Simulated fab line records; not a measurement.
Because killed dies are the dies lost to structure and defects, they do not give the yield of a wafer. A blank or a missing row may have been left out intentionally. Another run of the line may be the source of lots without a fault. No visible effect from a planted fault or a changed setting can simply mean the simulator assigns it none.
A struck lot beside a sound one -- flow sky130 -- 14 steps out of a route of 708
Sound: these wafers, L407.2, L407.4, L407.5. The struck wafers were L414.3, L414.4, L414.5. Last of all comes the cause.
Per side, at each step with rows, come the tool, then ch with its chambers, and then its first start. Under that, the readings that differ: sound wafers -- struck wafers -- difference of the means -- sigmas: that difference in standard deviations of wafers without a fault.
alike: readings whose means differ by less than 2 such deviations, and words and numbers that are the same on both sides. not compared: withheld readings, readings that some wafer has no value for, bounds like >300 that may hide the same value, and numbers for which the record gives no deviation and whose values overlap.
A row with sigmas, a row that says differs or no value, or rows on one side alone: a step with any of these is where the two part. Non-overlapping numbers with no deviation appear without sigmas and do not part them. Lack of a reading on every wafer of one side parts them only where that side has two or more wafers.

SKY_NWELL_RS_MEAS_31: measurement is done with a four-point probe.
  sound on film-metro-04 at day 6 09:25; struck on film-metro-03 at day 8 02:35
  alike: PWDE_RS
then, 7 steps without rows for these wafers: SKY_VT_ADJUST_HVTP_DEHYDRATE_00 (time 60 s); SKY_VT_ADJUST_HVTP_HMDS_01 (prime time 60 s); SKY_VT_ADJUST_HVTP_COAT_02 (resist thk 1140 nm); SKY_VT_ADJUST_HVTP_SOFTBAKE_03 (time 60 s); SKY_VT_ADJUST_HVTP_EXPOSE_04 (exposes mask HVTPM, target cd 380 nm); SKY_VT_ADJUST_HVTP_PEB_05; SKY_VT_ADJUST_HVTP_DEVELOP_06 (develop time 60 s).
SKY_VT_ADJUST_HVTP_CD_MEAS_07 targets a cd of 380 nm.
  sound on cd-sem-01 at day 7 04:50; struck on cd-sem-01 at day 8 22:58
  alike: cd-nm
SKY_VT_ADJUST_HVTP_OVL_MEAS_08:
  sound on overlay-01 at day 7 04:57; struck on overlay-01 at day 8 23:04
  alike: VT_ADJUST_HVTP_OVL
following that, these wafers have no rows for 1 step: SKY_VT_ADJUST_HVTP_IMPLANT_09.
SKY_VT_ADJUST_HVTP_STRIP_10: strips in O2/N2.
  sound on plasma-asher-02 ch 0,1, day 7 05:08; struck on plasma-asher-02 ch 0,1, day 8 23:16
reading,sound,struck,difference,sigmas
chamber-pressure-mTorr (mTorr),1499.8 1502.7 1501.0,1199.5 1202.2 1198.3,-301.2,-99 or more
oes-product-au (a.u.),0.721 0.717 0.718,0.676 0.679 0.678,-0.041,-10
strip-time-to-endpoint-s (s),14.22 14.21 14.19,15.35 15.35 15.34,+1.14,+28
  alike: drypump-motor-current-A
  not compared: rf-hours-counter-h
SKY_VT_ADJUST_HVTP_TW_MEAS_11:
  sound on film-metro-03 at day 7 05:14; struck on film-metro-01 at day 8 23:21
  alike: VT_ADJUST_HVTP_TW
-- the record jumps here: 40 days lie between the struck wafers' starts before and after (it left off in module VT_ADJUST_HVTP and takes up again in module PAD_OPEN, whose first step shown is number 708 of the route) --
SKY_PAD_OPEN_PROBE_99:
  sound on prober-01 at day 46 20:44; struck on prober-02 at day 48 15:26
  alike: killed_at_M0_to_M3, killed_at_M4_up, killed-at-contacts, killed-at-front-end, killed-at-other, killed-dies, killed-open, killed-short

## WHERE THEY PART
At SKY_VT_ADJUST_HVTP_STRIP_10 and nowhere else, as far as this record goes. Later steps at which nothing parts them and some readings are alike: SKY_VT_ADJUST_HVTP_TW_MEAS_11, SKY_PAD_OPEN_PROBE_99.

WHY: the cause the simulator had injected
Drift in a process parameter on plasma-asher-02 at SKY_VT_ADJUST_HVTP_STRIP_10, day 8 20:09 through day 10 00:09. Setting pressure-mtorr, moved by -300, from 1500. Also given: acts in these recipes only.
